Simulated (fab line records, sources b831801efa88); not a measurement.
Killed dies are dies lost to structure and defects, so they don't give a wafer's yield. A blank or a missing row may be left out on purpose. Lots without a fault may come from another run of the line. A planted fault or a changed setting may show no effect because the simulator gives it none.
Chamber matching | flow gf180mcu | GF_STI_ETCH_14 on rie_si-02: 4 sister chambers
The step etches Si in HBr/Cl2/O2, target depth 360 nm, time 102.9 s. 8 wafers are shown with their chamber, then 7 later ones without.

WAFERS WITH THEIR CHAMBER
wafer  | chamber | drypump_motor_current_A (A) | oes_product_au (a.u.)
L449.4 | 2       | 5.2                         | 0.993
L453.1 | 0       | 5.4                         | 1.008
L456.1 | 1       | 5.6                         | 1.000
L456.4 | 2       | 5.2                         | 1.004
L463.1 | 0       | 5.3                         | 1.000
L463.5 | 3       | 6.6                         | 0.999
L467.1 | 1       | 5.6                         | 0.989
L467.5 | 3       | 6.6                         | 1.005

WAFERS WITHOUT THEIR CHAMBER
wafer  | drypump_motor_current_A (A) | oes_product_au (a.u.)
L467.6 | 5.4                         | 1.002
L469.1 | 6.6                         | 1.008
L469.2 | 5.4                         | 1.012
L469.3 | 5.6                         | 0.991
L472.3 | 6.5                         | 1.001
L472.4 | 5.4                         | 1.007
L472.6 | 5.4                         | 1.004

WHICH CHAMBER EACH WENT THROUGH
wafer  | from the rows above | in truth
L467.6 | 0                   | 0
L469.1 | 3                   | 3
L469.2 | 0                   | 0
L469.3 | 1                   | 1
L472.3 | 3                   | 3
L472.4 | 0                   | 0
L472.6 | 0                   | 0
Placed correctly: 7 of 7. Can't be placed from these rows: 0. Placed wrongly: 0.
How it was worked out, from the rows above alone: a wafer's distance from a chamber is the root of the sum, over the readings, of the square of ((its reading less the chamber's mean) divided by the reading's scatter). The wafer belongs to the nearest chamber; if the next one is less than 2 further off, it can't be placed. A chamber's mean is the mean of its shown wafers. The scatter: the root of (the sum of the squares of (reading less its chamber's mean) over the shown wafers, divided by (wafers less chambers)).
